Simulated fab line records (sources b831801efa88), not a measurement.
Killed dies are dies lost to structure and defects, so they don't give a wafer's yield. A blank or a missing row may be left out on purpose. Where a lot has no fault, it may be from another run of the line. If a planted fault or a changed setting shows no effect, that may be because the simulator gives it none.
Which of the tools did it? + flow gf180mcu + 6 lots, 18 wafers sampled, at 3 steps of a route of 602

== WHAT THE GAUGES SHOWED, per wafer ==
GF_VT_IMPLANT_OVL_MEAS_29.
| lot  | measured     | on         | VT_IMPLANT_02_OVL (nm) |
|------|--------------|------------|------------------------|
| L576 | day 7 02:36  | overlay-01 | -2.2 -0.9 -0.6         |
| L578 | day 7 15:25  | overlay-02 | 0.3 -0.2 0.0           |
| L580 | day 8 06:05  | overlay-02 | -2.1 -2.2 -0.5         |
| L584 | day 9 05:12  | overlay-01 | 0.1 -0.6 -0.9          |
| L590 | day 10 22:17 | overlay-02 | 211.3 211.5 212.0      |
| L598 | day 13 05:47 | overlay-02 | 2.0 1.8 0.6            |

== WHICH TOOL RAN EACH LOT (tool, then ch and the chambers of the sampled wafers, then the start) ==
| lot  | GF_NWELL_STRIP_10                   | GF_VT_IMPLANT_EXPOSE_26             |
|------|-------------------------------------|-------------------------------------|
| L576 | plasma-asher-02 ch 0,1, day 3 13:07 | iline-stepper-01 ch 0, day 6 18:37  |
| L578 | plasma-asher-04 ch 0,1, day 3 23:23 | iline-stepper-02 ch 0, day 7 08:02  |
| L580 | plasma-asher-01 ch 0,1, day 4 10:28 | iline-stepper-01 ch 0, day 7 22:05  |
| L584 | plasma-asher-01 ch 0,1, day 5 07:19 | iline-stepper-02 ch 0, day 8 21:08  |
| L590 | plasma-asher-02 ch 0,1, day 6 16:53 | iline-stepper-02 ch 0, day 10 13:25 |
| L598 | plasma-asher-01 ch 0,1, day 8 15:23 | iline-stepper-01 ch 0, day 12 19:58 |
- GF_NWELL_STRIP_10: strips in O2/N2.
- GF_VT_IMPLANT_EXPOSE_26: exposes mask LVPWELL HV AREA, target cd 860 nm.

== THE ANSWER, worked out from the rows above alone ==
Rule: usual is defined by the lots themselves. The widest of any qualifying gaps counts: lots, ordered by their means at a reading, are off when they make up no more than a third of the lots, leave a main group of 4 or more, and stand apart from it by 3 or more times the standard deviation of that group's means. A main group whose means are all the same, to the digits that the tables above print for the reading, isn't used. A lot without any number at a reading at which 4 lots or more have one is off too. Where the step has rows for the other lots, those lots are counted as sound.
Off: L590, at GF_VT_IMPLANT_OVL_MEAS_29 (VT_IMPLANT_02_OVL). Main group: mean -0.4 nm, sd 1.1.
If a tool, at a process step before that reading, ran all the lots that are off and no sound lot after the first of them, it fits. Gauges at GF_VT_IMPLANT_OVL_MEAS_29: tried the same way as those tools. This does not decide it: 2 tools fit, namely plasma-asher-02 at GF_NWELL_STRIP_10 and iline-stepper-02 at GF_VT_IMPLANT_EXPOSE_26.

== WHAT THE SIMULATOR PUT IN ==
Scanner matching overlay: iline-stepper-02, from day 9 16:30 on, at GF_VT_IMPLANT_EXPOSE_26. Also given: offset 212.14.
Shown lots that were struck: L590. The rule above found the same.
